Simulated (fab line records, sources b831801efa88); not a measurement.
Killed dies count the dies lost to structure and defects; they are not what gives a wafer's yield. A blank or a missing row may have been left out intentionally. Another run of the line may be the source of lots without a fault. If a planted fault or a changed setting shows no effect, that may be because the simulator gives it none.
fab line records ; flow gf180mcu
record: lots: 5; wafers: 23
route steps=602 shown M2@364 V2@391 M3@412 V3@450 M4@472 V4@497 MIM@506
startH: hours from the record's first day to the start of the lot's first wafer shown ; waitH: hours from the lot's prior step to this one ; " same as the row above ; L1.1+2: one row covering several wafers at once ; - no value present, or no start provided ; * or withheld: withheld ; < > ~ a bound
route shown NAME@n: a module of which the file shows steps, and the number in the route of the first ; usual: mean/standard deviation taken from wafers without a fault ; same: alike in all rows ; chamber/n: place in a boat ; sites: each site's reading ; _std_site: their standard deviation ; _edge_site: outer sites' mean less inner sites' ; radiusMm: how far each site lies from the wafer's centre ; mask NAME#n: copy n ; behind: tool/chamber where the wafer was last shaped ; hold: reason for holding the lot/hours on hold/outcome of the hold ; device: which transistor (n, p or np) failed to switch ; end of line: tests run on the same wafers once the route is complete ; a step given without rows: its recipe and nothing more ; killed: count of dies lost to structure and defects at first sort (not the wafer's yield) ; map: per-die view of a wafer (x killed, . not killed, _ where there is no die)
set.NAME: the run value of the setting; set.NAME@STEP: its run value at that earlier step ; model.NAME: the simulator's own value behind a step, which no gauge read
lots run with intentionally changed settings; tables by step, rows by wafer
== steps ==
step: GF_M2_SPUTTER_02
recipe: material: AlCu; targetThkNm: 450; powerW: 10600; timeS: 23.9; chamberPressurePa: 0.4
lot.wafer;tool;chamber;startH;waitH;set.powerW;model.AlCu_of_M2_SPUTTER_02.thkNm
L075.1;pvdSputter-01;-;429.27;0.0;10600;449.2
L075.2;pvdSputter-01;-;429.27;0.0;10600;443.3
L075.3;pvdSputter-01;-;429.27;0.0;10600;449.5
L075.5;pvdSputter-01;-;429.27;0.0;10600;449.1
L075.6;pvdSputter-01;-;429.27;0.0;10600;445.1
L077.1;pvdSputter-01;-;445.35;0.0;10600;449.6
L077.2;pvdSputter-01;-;445.35;0.0;11460;490.4
L077.4;pvdSputter-01;-;445.35;0.0;10600;442.5
L077.5;pvdSputter-01;-;445.35;0.0;11460;487.1
L077.6;pvdSputter-01;-;445.35;0.0;11460;477.1
L076.1;pvdSputter-01;-;447.46;0.0;10170;424.5
L076.2;pvdSputter-01;-;447.46;0.0;10600;451.6
L076.3;pvdSputter-01;-;447.46;0.0;10600;445.8
L076.4;pvdSputter-01;-;447.46;0.0;10170;433
L076.5;pvdSputter-01;-;447.46;0.0;10170;425
L082.1;pvdSputter-03;-;499.35;0.0;10600;447.3
L082.2;pvdSputter-03;-;499.35;0.0;10600;451.5
L082.5;pvdSputter-03;-;499.35;0.0;10600;448.2
L084.1;pvdSputter-03;-;507.89;0.0;10600;446.4
L084.2;pvdSputter-03;-;507.89;0.0;10600;446.8
L084.3;pvdSputter-03;-;507.89;0.0;10600;447.1
L084.5;pvdSputter-03;-;507.89;0.0;10600;443.8
L084.6;pvdSputter-03;-;507.89;0.0;10600;446.9
step: GF_M2_SPUTTER_03
recipe: material: Ti; targetThkNm: 10; substrateTempC: 300; chamberPressurePa: 0.3; powerW: 3000; timeS: 6.7
step: GF_M2_SPUTTER_04
recipe: material: TiN; targetThkNm: 50; powerW: 6500; timeS: 42.62; chamberPressurePa: 0.4
step: GF_M2_RS_MEAS_05
recipe: thkMeasGauge: four-point-probe; reads: TiN_of_M2_SPUTTER_04+Ti_of_M2_SPUTTER_03+AlCu_of_M2_SPUTTER_02+TiN_of_M2_SPUTTER_01+Ti_of_M2_SPUTTER_00
usual: M2_ALCU_RS: 0.0695/0.00062
lot.wafer;tool;chamber;startH;waitH;set.powerW@M2_SPUTTER_02;M2_ALCU_RS[ohm/sq]
L075.1;filmMetro-01;-;429.36;0.0;10600;0.0696
L075.2;filmMetro-01;-;429.36;0.0;10600;0.0705
L075.3;filmMetro-01;-;429.36;0.0;10600;0.0696
L075.5;filmMetro-01;-;429.36;0.0;10600;0.0697
L075.6;filmMetro-01;-;429.36;0.0;10600;0.0702
L077.1;filmMetro-03;-;445.44;0.0;10600;0.0694
L077.2;filmMetro-03;-;445.44;0.0;11460;0.0637
L077.4;filmMetro-03;-;445.44;0.0;10600;0.0705
L077.5;filmMetro-03;-;445.44;0.0;11460;0.0640
L077.6;filmMetro-03;-;445.44;0.0;11460;0.0656
L076.1;filmMetro-01;-;447.55;0.0;10170;0.0737
L076.2;filmMetro-01;-;447.55;0.0;10600;0.0691
L076.3;filmMetro-01;-;447.55;0.0;10600;0.0701
L076.4;filmMetro-01;-;447.55;0.0;10170;0.0722
L076.5;filmMetro-01;-;447.55;0.0;10170;0.0735
L082.1;filmMetro-01;-;499.44;0.0;10600;0.0699
L082.2;filmMetro-01;-;499.44;0.0;10600;0.0691
L082.5;filmMetro-01;-;499.44;0.0;10600;0.0697
L084.1;filmMetro-04;-;507.98;0.0;10600;0.0700
L084.2;filmMetro-04;-;507.98;0.0;10600;0.0701
L084.3;filmMetro-04;-;507.98;0.0;10600;0.0699
L084.5;filmMetro-04;-;507.98;0.0;10600;0.0705
L084.6;filmMetro-04;-;507.98;0.0;10600;0.0699
step: GF_M2_THK_MEAS_06
recipe: thkMeasGauge: xrf; reads: AlCu_of_M2_SPUTTER_02
usual: M2_ALCU_THK: 454/4.8
lot.wafer;tool;chamber;startH;waitH;set.powerW@M2_SPUTTER_02;M2_ALCU_THK[nm]
L075.1;filmMetro-01;-;429.48;0.1;10600;458
L075.2;filmMetro-01;-;429.48;0.1;10600;450
L075.3;filmMetro-01;-;429.48;0.1;10600;453
L075.5;filmMetro-01;-;429.48;0.1;10600;453
L075.6;filmMetro-01;-;429.48;0.1;10600;451
L077.1;filmMetro-03;-;445.56;0.1;10600;454
L077.2;filmMetro-03;-;445.56;0.1;11460;495
L077.4;filmMetro-03;-;445.56;0.1;10600;444
L077.5;filmMetro-03;-;445.56;0.1;11460;488
L077.6;filmMetro-03;-;445.56;0.1;11460;481
L076.1;filmMetro-01;-;447.67;0.1;10170;427
L076.2;filmMetro-01;-;447.67;0.1;10600;457
L076.3;filmMetro-01;-;447.67;0.1;10600;450
L076.4;filmMetro-01;-;447.67;0.1;10170;439
L076.5;filmMetro-01;-;447.67;0.1;10170;427
L082.1;filmMetro-01;-;499.56;0.1;10600;451
L082.2;filmMetro-01;-;499.56;0.1;10600;458
L082.5;filmMetro-01;-;499.56;0.1;10600;454
L084.1;filmMetro-04;-;508.10;0.1;10600;449
L084.2;filmMetro-04;-;508.10;0.1;10600;450
L084.3;filmMetro-04;-;508.10;0.1;10600;451
L084.5;filmMetro-04;-;508.10;0.1;10600;447
L084.6;filmMetro-04;-;508.10;0.1;10600;449
step: GF_V2_COAT_09
recipe: resist: KrF; spinRpm: withheld; resistThkNm: 1000
lot.wafer;tool;chamber;startH;waitH;set.resistThkNm;model.KrF_of_V2_COAT_09.thkNm
L075.1;lithoTrack-03;0;-;-;947;947.6
L075.2;lithoTrack-03;0;-;-;947;950.8
L075.3;lithoTrack-03;0;-;-;1000;1003
L075.5;lithoTrack-03;0;-;-;947;948.9
L075.6;lithoTrack-03;0;-;-;1000;1007
L077.1;lithoTrack-02;0;-;-;946.5;949.2
L077.2;lithoTrack-02;0;-;-;946.5;951.1
L077.4;lithoTrack-02;0;-;-;1000;1006
L077.5;lithoTrack-02;0;-;-;1000;1002
L077.6;lithoTrack-02;0;-;-;946.5;949.8
L076.1;lithoTrack-03;0;-;-;973.4;974.7
L076.2+4;lithoTrack-03;0;-;-;1000;1001
L076.3;lithoTrack-03;0;-;-;973.4;974.2
L076.5;lithoTrack-03;0;-;-;973.4;973.9
L082.1;lithoTrack-03;0;-;-;1000;1001
L082.2;lithoTrack-03;0;-;-;1000;1005
L082.5;lithoTrack-03;0;-;-;1000;1003
L084.1;lithoTrack-02;0;-;-;1000;1001
L084.2;lithoTrack-02;0;-;-;1000;999.5
L084.3;lithoTrack-02;0;-;-;1000;1000
L084.5;lithoTrack-02;0;-;-;1000;1003
L084.6;lithoTrack-02;0;-;-;1000;1004
step: GF_V2_SOFTBAKE_10
recipe: tempC: 130; timeS: 60; resist: KrF
lot.wafer;tool;chamber;startH;waitH;set.timeS
L075.1+6;lithoTrack-03;0;-;-;60
L075.2+3+5;lithoTrack-03;0;-;-;62.73
L077.1+5;lithoTrack-02;0;-;-;51.77
L077.2+4+6;lithoTrack-02;0;-;-;60
L076.1+2+3;lithoTrack-03;0;-;-;60
L076.4+5;lithoTrack-03;0;-;-;67.02
L082.1+2+5;lithoTrack-03;0;-;-;60
L084.1+6;lithoTrack-02;0;-;-;55.68
L084.2+3+5;lithoTrack-02;0;-;-;60
step: GF_V2_EXPOSE_11
recipe: maskId: Via2; targetCdNm: 260; na: 0.68; sourceShape: conventional; sigmaOuter: 0.6; doseMj: 38
step: GF_V2_PEB_12
recipe: pebTempC: 135; pebTimeS: 90; resist: KrF
step: GF_V2_ETCH_16
recipe: chemistry: N2/H2; targetDepthA: withheld; overetchA: withheld; timeS: withheld; target: BARC; ionEnergyEv: 200; sourceW: 500; biasW: 100; pressureMtorr: 30; n2FlowSccm: 100; h2FlowSccm: 200
step: GF_V2_ETCH_17
recipe: chemistry: C4F8/O2/Ar; maskMaterial: KrF; target: SiO2; stopOn: TiN; sourceW: 1500; biasW: 1200; pressureMtorr: 40; c4f8FlowSccm: withheld; O2_flow_sccm: 6; Ar_flow_sccm: 300; timeS: withheld; targetDepthA: 6300
step: GF_V2_STRIP_18
recipe: chemistry: O2/N2; powerW: 1400; pressureMtorr: 1500; platenTempC: 250; o2FlowSccm: 3000; n2FlowSccm: 300; overashFraction: 0.5
usual: oesProductAu: 0.592/0.0044
lot.wafer;tool;chamber;startH;waitH;set.resistThkNm@V2_COAT_09;oesProductAu
L075.1;plasmaAsher-01;1;479.45;-;947;0.566
L075.2;plasmaAsher-01;0;479.45;-;947;0.578
L075.3;plasmaAsher-01;0;479.45;-;1000;0.597
L075.5;plasmaAsher-01;0;479.45;-;947;0.571
L075.6;plasmaAsher-01;1;479.45;-;1000;0.591
L077.1;plasmaAsher-02;0;495.30;-;946.5;0.572
L077.2;plasmaAsher-02;1;495.30;-;946.5;0.566
L077.4;plasmaAsher-02;0;495.30;-;1000;0.599
L077.5;plasmaAsher-02;1;495.30;-;1000;0.594
L077.6;plasmaAsher-02;0;495.30;-;946.5;0.570
L076.1;plasmaAsher-01;0;496.90;-;973.4;0.576
L076.2;plasmaAsher-01;1;496.90;-;1000;0.596
L076.3;plasmaAsher-01;0;496.90;-;973.4;0.584
L076.4;plasmaAsher-01;1;496.90;-;1000;0.595
L076.5;plasmaAsher-01;1;496.90;-;973.4;0.580
L082.1;plasmaAsher-01;0;547.20;-;1000;0.586
L082.2;plasmaAsher-01;1;547.20;-;1000;0.594
L082.5;plasmaAsher-01;1;547.20;-;1000;0.590
L084.1;plasmaAsher-01;0;555.04;-;1000;0.591
L084.2;plasmaAsher-01;1;555.04;-;1000;0.586
L084.3;plasmaAsher-01;0;555.04;-;1000;0.596
L084.5;plasmaAsher-01;0;555.04;-;1000;0.595
L084.6;plasmaAsher-01;1;555.04;-;1000;0.588
step: GF_V2_SPUTTER_22
recipe: material: TiN; targetThkNm: 10; chamberPressurePa: 5; powerW: 4000; timeS: 40
lot.wafer;tool;chamber;startH;waitH;set.timeS;model.TiN_of_V2_SPUTTER_22.thkNm
L075.1;pvdSputter-04;-;480.39;0.0;42.8;10.97
L075.2;pvdSputter-04;-;480.39;0.0;42.8;10.92
L075.3;pvdSputter-04;-;480.39;0.0;40;10.15
L075.5;pvdSputter-04;-;480.39;0.0;40;10.19
L075.6;pvdSputter-04;-;480.39;0.0;40;10.01
L077.1;pvdSputter-04;-;495.89;0.0;40;10.29
L077.2;pvdSputter-04;-;495.89;0.0;40;10.14
L077.4;pvdSputter-04;-;495.89;0.0;35.66;8.792
L077.5;pvdSputter-04;-;495.89;0.0;40;9.945
L077.6;pvdSputter-04;-;495.89;0.0;35.66;9.122
L076.1;pvdSputter-04;-;497.49;0.0;40;10.1
L076.2;pvdSputter-04;-;497.49;0.0;40;9.995
L076.3;pvdSputter-04;-;497.49;0.0;40;10.08
L076.4;pvdSputter-04;-;497.49;0.0;40;10.19
L076.5;pvdSputter-04;-;497.49;0.0;40;10.01
L082.1;pvdSputter-02;-;547.79;0.0;40;10.32
L082.2;pvdSputter-02;-;547.79;0.0;40;10.35
L082.5;pvdSputter-02;-;547.79;0.0;40;10.31
L084.1;pvdSputter-02;-;555.64;0.0;35.81;8.911
L084.2;pvdSputter-02;-;555.64;0.0;35.81;8.849
L084.3;pvdSputter-02;-;555.64;0.0;40;10.02
L084.5;pvdSputter-02;-;555.64;0.0;40;10
L084.6;pvdSputter-02;-;555.64;0.0;35.81;8.981
step: GF_M3_SPUTTER_03
recipe: material: Ti; targetThkNm: 10; substrateTempC: 300; chamberPressurePa: 0.3; powerW: 3000; timeS: 6.7
lot.wafer;tool;chamber;startH;waitH;set.powerW;model.Ti_of_M3_SPUTTER_03.thkNm
L075.1;pvdSputter-01;-;481.18;0.0;3316;11.11
L075.2;pvdSputter-01;-;481.18;0.0;3000;9.964
L075.3;pvdSputter-01;-;481.18;0.0;3000;10.07
L075.5;pvdSputter-01;-;481.18;0.0;3316;11.09
L075.6;pvdSputter-01;-;481.18;0.0;3000;9.974
L077.1;pvdSputter-02;-;496.68;0.0;3149;10.4
L077.2;pvdSputter-02;-;496.68;0.0;3149;10.51
L077.4;pvdSputter-02;-;496.68;0.0;3000;10.1
L077.5;pvdSputter-02;-;496.68;0.0;3000;9.947
L077.6;pvdSputter-02;-;496.68;0.0;3000;10.01
L076.1;pvdSputter-01;-;498.28;0.0;3000;9.899
L076.2;pvdSputter-01;-;498.28;0.0;3000;10.11
L076.3+5;pvdSputter-01;-;498.28;0.0;3000;10.03
L076.4;pvdSputter-01;-;498.28;0.0;3000;9.903
L082.1;pvdSputter-01;-;548.58;0.0;3000;10.01
L082.2;pvdSputter-01;-;548.58;0.0;3000;9.987
L082.5;pvdSputter-01;-;548.58;0.0;3000;10.14
L084.1;pvdSputter-01;-;556.43;0.0;3000;10.21
L084.2;pvdSputter-01;-;556.43;0.0;3191;10.81
L084.3;pvdSputter-01;-;556.43;0.0;3000;10.28
L084.5;pvdSputter-01;-;556.43;0.0;3000;10.32
L084.6;pvdSputter-01;-;556.43;0.0;3191;10.83
step: GF_M3_METAL_ETCH_16
recipe: chemistry: Cl2/BCl3; maskMaterial: KrF; targetDepthNm: 627.5; stopOn: SiO2; pressureMtorr: 8; icpW: 800; biasW: 140; Cl2_flow_sccm: 80; bcl3FlowSccm: 40; timeS: 104.6
lot.wafer;tool;chamber;startH;waitH;set.icpW
L075.1+2+5;rieMetal-01;1,0,1;504.68;0.0;800
L075.3+6;rieMetal-01;0;504.68;0.0;870.6
L077.1+6;rieMetal-02;0;520.12;0.0;745.7
L077.2+4+5;rieMetal-02;1,0,1;520.12;0.0;800
L076.1+2+3+4+5;rieMetal-03;1,0,0,1,0;522.41;0.0;800
L082.1+2+5;rieMetal-01;1,0,0;570.51;0.0;800
L084.1+3;rieMetal-01;1;578.17;0.0;745.1
L084.2+5+6;rieMetal-01;0,0,1;578.17;0.0;800
step: GF_M3_STRIP_17
recipe: chemistry: O2/N2; powerW: 1400; pressureMtorr: 1500; platenTempC: 250; o2FlowSccm: 3000; n2FlowSccm: 300; overashFraction: 0.5
usual: stripTimeToEndpointS: 7.87/0.054
lot.wafer;tool;chamber;startH;waitH;set.icpW@M3_METAL_ETCH_16;stripTimeToEndpointS
L075.1;plasmaAsher-01;1;504.80;0.1;800;7.88
L075.2;plasmaAsher-01;0;504.80;0.1;800;7.89
L075.3;plasmaAsher-01;1;504.80;0.1;870.6;7.67
L075.5;plasmaAsher-01;1;504.80;0.1;800;7.86
L075.6;plasmaAsher-01;0;504.80;0.1;870.6;7.68
L077.1;plasmaAsher-01;0;520.23;0.1;745.7;8.10
L077.2;plasmaAsher-01;1;520.23;0.1;800;7.89
L077.4;plasmaAsher-01;0;520.23;0.1;800;8.00
L077.5;plasmaAsher-01;0;520.23;0.1;800;7.88
L077.6;plasmaAsher-01;1;520.23;0.1;745.7;8.14
L076.1;plasmaAsher-01;0;522.53;0.1;800;7.83
L076.2;plasmaAsher-01;1;522.53;0.1;800;7.83
L076.3;plasmaAsher-01;0;522.53;0.1;800;7.86
L076.4;plasmaAsher-01;1;522.53;0.1;800;7.82
L076.5;plasmaAsher-01;0;522.53;0.1;800;7.81
L082.1;plasmaAsher-01;0;570.63;0.1;800;7.78
L082.2;plasmaAsher-01;1;570.63;0.1;800;7.83
L082.5;plasmaAsher-01;0;570.63;0.1;800;7.85
L084.1;plasmaAsher-04;1;578.28;0.1;745.1;7.95
L084.2;plasmaAsher-04;0;578.28;0.1;800;7.90
L084.3;plasmaAsher-04;1;578.28;0.1;745.1;7.97
L084.5;plasmaAsher-04;1;578.28;0.1;800;7.89
L084.6;plasmaAsher-04;0;578.28;0.1;800;7.83
step: GF_V3_SPUTTER_21
recipe: material: Ti; targetThkNm: 15; chamberPressurePa: 5; powerW: 2500; substrateTempC: 200; timeS: 80.02
lot.wafer;tool;chamber;startH;waitH;set.powerW;model.Ti_of_V3_SPUTTER_21.thkNm
L075.1;pvdSputter-04;-;529.78;0.0;2424;14.23
L075.2;pvdSputter-04;-;529.78;0.0;2500;14.87
L075.3;pvdSputter-04;-;529.78;0.0;2424;14.55
L075.5;pvdSputter-04;-;529.78;0.0;2424;14.61
L075.6;pvdSputter-04;-;529.78;0.0;2500;14.86
L077.1;pvdSputter-01;-;544.78;0.0;2500;15.28
L077.2;pvdSputter-01;-;544.78;0.0;2500;15.31
L077.4;pvdSputter-01;-;544.78;0.0;2500;15.3
L077.5;pvdSputter-01;-;544.78;0.0;2500;15.18
L077.6;pvdSputter-01;-;544.78;0.0;2500;15.22
L076.1+5;pvdSputter-02;-;546.78;0.0;2500;14.78
L076.2;pvdSputter-02;-;546.78;0.0;2598;15.33
L076.3;pvdSputter-02;-;546.78;0.0;2598;15.46
L076.4;pvdSputter-02;-;546.78;0.0;2598;15.29
L082.1+5;pvdSputter-02;-;594.43;0.0;2500;15.08
L082.2;pvdSputter-02;-;594.43;0.0;2500;14.98
L084.1;pvdSputter-01;-;601.12;0.0;2500;14.98
L084.2;pvdSputter-01;-;601.12;0.0;2371;14.28
L084.3;pvdSputter-01;-;601.12;0.0;2371;14.42
L084.5;pvdSputter-01;-;601.12;0.0;2371;14.37
L084.6;pvdSputter-01;-;601.12;0.0;2500;14.97
step: GF_M4_METAL_ETCH_16
recipe: chemistry: Cl2/BCl3; maskMaterial: KrF; targetDepthNm: 627.5; stopOn: SiO2; pressureMtorr: 8; icpW: 800; biasW: 140; Cl2_flow_sccm: 80; bcl3FlowSccm: 40; timeS: 104.6
lot.wafer;tool;chamber;startH;waitH;set.timeS
L075.1+2+3+5+6;rieMetal-03;0;553.22;0.0;104.6
L077.1+2+4;rieMetal-04;0,1,0;567.52;0.0;104.6
L077.5+6;rieMetal-04;1,0;567.52;0.0;108.8
L076.1+3;rieMetal-03;1,0;569.77;0.0;113.1
L076.2+4+5;rieMetal-03;0,1,1;569.77;0.0;104.6
L082.1+2+5;rieMetal-02;1,0,1;616.53;0.0;104.6
L084.1+2+3+5+6;rieMetal-03;0;623.12;0.0;104.6
step: GF_M4_STRIP_17
recipe: chemistry: O2/N2; powerW: 1400; pressureMtorr: 1500; platenTempC: 250; o2FlowSccm: 3000; n2FlowSccm: 300; overashFraction: 0.5
usual: stripTimeToEndpointS: 7.88/0.052
lot.wafer;tool;chamber;startH;waitH;set.timeS@M4_METAL_ETCH_16;stripTimeToEndpointS
L075.1;plasmaAsher-02;1;553.44;0.2;104.6;7.88
L075.2;plasmaAsher-02;0;553.44;0.2;104.6;7.90
L075.3;plasmaAsher-02;0;553.44;0.2;104.6;7.85
L075.5;plasmaAsher-02;0;553.44;0.2;104.6;7.85
L075.6;plasmaAsher-02;1;553.44;0.2;104.6;7.88
L077.1;plasmaAsher-02;1;567.63;0.1;104.6;7.81
L077.2;plasmaAsher-02;0;567.63;0.1;104.6;7.80
L077.4;plasmaAsher-02;1;567.63;0.1;104.6;7.77
L077.5;plasmaAsher-02;1;567.63;0.1;108.8;7.69
L077.6;plasmaAsher-02;0;567.63;0.1;108.8;7.74
L076.1;plasmaAsher-02;0;569.88;0.1;113.1;7.73
L076.2;plasmaAsher-02;1;569.88;0.1;104.6;7.86
L076.3;plasmaAsher-02;0;569.88;0.1;113.1;7.71
L076.4;plasmaAsher-02;1;569.88;0.1;104.6;7.89
L076.5;plasmaAsher-02;0;569.88;0.1;104.6;7.91
L082.1;plasmaAsher-04;0;616.64;0.1;104.6;7.93
L082.2;plasmaAsher-04;1;616.64;0.1;104.6;7.94
L082.5;plasmaAsher-04;1;616.64;0.1;104.6;7.94
L084.1;plasmaAsher-04;0;623.35;0.2;104.6;7.91
L084.2;plasmaAsher-04;1;623.35;0.2;104.6;7.87
L084.3;plasmaAsher-04;1;623.35;0.2;104.6;7.90
L084.5;plasmaAsher-04;0;623.35;0.2;104.6;7.90
L084.6;plasmaAsher-04;1;623.35;0.2;104.6;7.88
step: GF_V4_SPUTTER_21
recipe: material: Ti; targetThkNm: 15; chamberPressurePa: 5; powerW: 2500; substrateTempC: 200; timeS: 80.02
lot.wafer;tool;chamber;startH;waitH;set.timeS;model.Ti_of_V4_SPUTTER_21.thkNm
L075.1;pvdSputter-03;-;576.78;0.0;80.02;14.74
L075.2;pvdSputter-03;-;576.78;0.0;69.51;13.12
L075.3;pvdSputter-03;-;576.78;0.0;69.51;12.83
L075.5;pvdSputter-03;-;576.78;0.0;80.02;15.19
L075.6;pvdSputter-03;-;576.78;0.0;80.02;14.72
L077.1;pvdSputter-03;-;590.50;0.0;80.02;14.93
L077.2;pvdSputter-03;-;590.50;0.0;80.02;15.15
L077.4;pvdSputter-03;-;590.50;0.0;80.02;15.13
L077.5;pvdSputter-03;-;590.50;0.0;80.02;14.77
L077.6;pvdSputter-03;-;590.50;0.0;80.02;15.36
L076.1;pvdSputter-02;-;593.11;0.0;80.02;14.97
L076.2;pvdSputter-02;-;593.11;0.0;80.02;14.93
L076.3;pvdSputter-02;-;593.11;0.0;80.02;15.08
L076.4;pvdSputter-02;-;593.11;0.0;80.02;15.33
L076.5;pvdSputter-02;-;593.11;0.0;80.02;14.99
L082.1;pvdSputter-04;-;639.36;0.0;80.02;14.53
L082.2;pvdSputter-04;-;639.36;0.0;80.02;14.82
L082.5;pvdSputter-04;-;639.36;0.0;80.02;14.68
L084.1;pvdSputter-02;-;645.12;0.0;80.02;15.01
L084.2+6;pvdSputter-02;-;645.12;0.0;83.3;15.8
L084.3;pvdSputter-02;-;645.12;0.0;80.02;14.98
L084.5;pvdSputter-02;-;645.12;0.0;80.02;14.93
step: GF_MIM_SPUTTER_03
recipe: material: Ti; targetThkNm: 10; substrateTempC: 300; chamberPressurePa: 0.3; powerW: 3000; timeS: 6.7
lot.wafer;tool;chamber;startH;waitH;set.powerW;model.Ti_of_MIM_SPUTTER_03.thkNm
L075.1;pvdSputter-02;-;577.87;0.0;2776;9.403
L075.2;pvdSputter-02;-;577.87;0.0;3000;10.22
L075.3;pvdSputter-02;-;577.87;0.0;2776;9.613
L075.5;pvdSputter-02;-;577.87;0.0;3000;10.26
L075.6;pvdSputter-02;-;577.87;0.0;2776;9.617
L077.1;pvdSputter-02;-;591.35;0.0;3000;10.32
L077.2;pvdSputter-02;-;591.35;0.0;3000;10.25
L077.4;pvdSputter-02;-;591.35;0.0;3000;10.12
L077.5;pvdSputter-02;-;591.35;0.0;3000;10.4
L077.6;pvdSputter-02;-;591.35;0.0;3000;10.18
L076.1+3;pvdSputter-03;-;593.96;0.0;3212;10.67
L076.2;pvdSputter-03;-;593.96;0.0;3212;10.61
L076.4;pvdSputter-03;-;593.96;0.0;3000;9.955
L076.5;pvdSputter-03;-;593.96;0.0;3000;9.925
L082.1;pvdSputter-03;-;640.22;0.0;3000;9.651
L082.2;pvdSputter-03;-;640.22;0.0;3000;9.746
L082.5;pvdSputter-03;-;640.22;0.0;3000;9.653
L084.1;pvdSputter-03;-;645.97;0.0;3092;10.48
L084.2;pvdSputter-03;-;645.97;0.0;3000;10.05
L084.3;pvdSputter-03;-;645.97;0.0;3000;10.14
L084.5;pvdSputter-03;-;645.97;0.0;3092;10.38
L084.6;pvdSputter-03;-;645.97;0.0;3000;10.16
step: GF_MIM_SPUTTER_09
recipe: material: TiN; targetThkNm: 35; powerW: 6500; timeS: 29.2; chamberPressurePa: 0.4
lot.wafer;tool;chamber;startH;waitH;set.powerW;model.TiN_of_MIM_SPUTTER_09.thkNm
L075.1;pvdSputter-01;-;578.09;0.0;6500;34.84
L075.2;pvdSputter-01;-;578.09;0.0;6500;35.24
L075.3;pvdSputter-01;-;578.09;0.0;6500;34.91
L075.5;pvdSputter-01;-;578.09;0.0;6962;37.74
L075.6;pvdSputter-01;-;578.09;0.0;6962;37.64
L077.1;pvdSputter-01;-;591.57;0.0;6132;33.03
L077.2;pvdSputter-01;-;591.57;0.0;6132;33.28
L077.4;pvdSputter-01;-;591.57;0.0;6500;35.06
L077.5;pvdSputter-01;-;591.57;0.0;6500;34.93
L077.6;pvdSputter-01;-;591.57;0.0;6132;32.94
L076.1;pvdSputter-01;-;594.18;0.0;6500;34.67
L076.2;pvdSputter-01;-;594.18;0.0;6500;35.15
L076.3;pvdSputter-01;-;594.18;0.0;6132;32.68
L076.4;pvdSputter-01;-;594.18;0.0;6132;32.99
L076.5;pvdSputter-01;-;594.18;0.0;6132;32.81
L082.1;pvdSputter-01;-;640.44;0.0;6500;34.9
L082.2;pvdSputter-01;-;640.44;0.0;6500;35.3
L082.5;pvdSputter-01;-;640.44;0.0;6500;35.01
L084.1;pvdSputter-01;-;646.19;0.0;5970;31.9
L084.2;pvdSputter-01;-;646.19;0.0;5970;31.84
L084.3;pvdSputter-01;-;646.19;0.0;6500;35.11
L084.5;pvdSputter-01;-;646.19;0.0;6500;34.95
L084.6;pvdSputter-01;-;646.19;0.0;6500;34.97
== key ==
split: step: GF_M2_SPUTTER_02; setting: powerW; stated: 10600; by: wafer
response: step: GF_M2_SPUTTER_02; reading: model.AlCu_of_M2_SPUTTER_02.thkNm; change: +4.87; per: 1%; r: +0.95
response: step: GF_M2_RS_MEAS_05; reading: M2_ALCU_RS; change: -0.000723; per: 1%; r: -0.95
response: step: GF_M2_THK_MEAS_06; reading: M2_ALCU_THK; change: +4.94; per: 1%; r: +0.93
split: step: GF_V2_COAT_09; setting: resistThkNm; stated: 1000; by: wafer
response: step: GF_V2_COAT_09; reading: model.KrF_of_V2_COAT_09.thkNm; change: +10.3; per: 1%; r: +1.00
response: step: GF_V2_STRIP_18; reading: oesProductAu; change: +0.00474; per: 1%; r: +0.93
split: step: GF_V2_SOFTBAKE_10; setting: timeS; stated: 60; by: wafer
response none clear
split: step: GF_V2_SPUTTER_22; setting: timeS; stated: 40; by: wafer
response: step: GF_V2_SPUTTER_22; reading: model.TiN_of_V2_SPUTTER_22.thkNm; change: +0.108; per: 1%; r: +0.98
split: step: GF_M3_SPUTTER_03; setting: powerW; stated: 3000; by: wafer
response: step: GF_M3_SPUTTER_03; reading: model.Ti_of_M3_SPUTTER_03.thkNm; change: +0.0977; per: 1%; r: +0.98
split: step: GF_M3_METAL_ETCH_16; setting: icpW; stated: 800; by: wafer
response: step: GF_M3_STRIP_17; reading: stripTimeToEndpointS; change: *; per: 1%; r: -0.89
split: step: GF_V3_SPUTTER_21; setting: powerW; stated: 2500; by: wafer
response: step: GF_V3_SPUTTER_21; reading: model.Ti_of_V3_SPUTTER_21.thkNm; change: +0.13; per: 1%; r: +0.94
split: step: GF_M4_METAL_ETCH_16; setting: timeS; stated: 104.6; by: wafer
response: step: GF_M4_STRIP_17; reading: stripTimeToEndpointS; change: *; per: 1%; r: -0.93
split: step: GF_V4_SPUTTER_21; setting: timeS; stated: 80.02; by: wafer
response: step: GF_V4_SPUTTER_21; reading: model.Ti_of_V4_SPUTTER_21.thkNm; change: +0.15; per: 1%; r: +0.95
split: step: GF_MIM_SPUTTER_03; setting: powerW; stated: 3000; by: wafer
response: step: GF_MIM_SPUTTER_03; reading: model.Ti_of_MIM_SPUTTER_03.thkNm; change: +0.097; per: 1%; r: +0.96
split: step: GF_MIM_SPUTTER_09; setting: powerW; stated: 6500; by: wafer
response: step: GF_MIM_SPUTTER_09; reading: model.TiN_of_MIM_SPUTTER_09.thkNm; change: +0.372; per: 1%; r: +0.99
